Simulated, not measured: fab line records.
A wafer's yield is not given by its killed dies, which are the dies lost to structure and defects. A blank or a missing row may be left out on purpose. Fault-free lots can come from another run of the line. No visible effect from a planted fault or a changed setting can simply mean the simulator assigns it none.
The same fault as seen by 2 desks -- flow gf180mcu -- each desk holds nothing but its own numbers, with what lay behind them at the end

AT THE METROLOGY DESK
Means of the sampled wafers that have a number, per lot and without regard to the tool the lot ran on: this is what the gauges read. The brackets show how far a lot's mean lies from the usual mean; more than 4 standard deviations puts the lot out of limits, marked OUT.
Columns: A = M1_ALCU_RS at GF_M1_RS_MEAS_05, usual 0.0694 ohm/sq; B = V2_W_RS at GF_V2_RS_MEAS_24, usual 0.332 ohm/sq; C = V2_W_THK at GF_V2_THK_MEAS_25, usual 349 nm
lot,first seen here,A,B,C
L577,day 16 09:48,0.0689,0.330,350
L578,day 16 20:13,0.0689,0.337,343
L579,day 16 23:09,0.0700,0.322,362
L581,day 17 11:37,0.0686,0.338,345
L582,day 18 04:11,0.0687,0.332,348
L583,day 18 08:19,0.0706,0.326,353
L584,day 19 05:51,0.0699,0.332,346
L587,day 20 03:52,0.0690,0.289 (-9.3) OUT,414 (+12) OUT
L595,day 22 17:23,0.0705,0.331,350
L598,day 23 16:11,0.0695,0.326,357
L600,day 24 02:21,0.0697,0.333,349
This desk reports L587 out of limits; the earliest was L587 at day 24 06:35 (V2_W_RS at GF_V2_RS_MEAS_24). In limits: L577, L578, L579, L581, L582, L583, L584, L595, L598, L600.

THE TOOL OWNER'S DESK: cvd w-01
The tool's own readings at GF_V2_CVD_23 (deposits W, target thk 350 nm, time 104.94 s): means of the sampled wafers that have a number, for each lot that ran on this tool. The brackets show how far a lot's mean lies from the usual mean; more than 4 standard deviations puts the lot out of limits, marked OUT.
Columns: A = heater power w at GF_V2_CVD_23, usual 857 W
lot,first seen here,A
L577,day 20 12:44,846
L578,day 20 23:24,862
L581,day 21 16:53,851
L582,day 22 08:59,852
L584,day 23 10:08,832
L587,day 24 06:27,853
Result from this desk: across the 6 lots, nothing is out of limits.

BROUGHT TOGETHER
At day 24 06:35 the metrology desk could have sounded an alarm, on L587.
The desk of the tool owner found nothing out of limits.
On record at the tool owner's desk: L587, within its limits.
The lots listed all ran GF_V2_CVD_23 on cvd w-01.

WHAT HAD BEEN PUT IN BY THE SIMULATOR
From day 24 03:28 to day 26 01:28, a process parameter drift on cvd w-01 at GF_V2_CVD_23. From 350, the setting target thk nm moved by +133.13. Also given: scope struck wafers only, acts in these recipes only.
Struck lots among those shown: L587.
Hours from the fault's start to each desk's first reading out of limits: the metrology desk, 3.
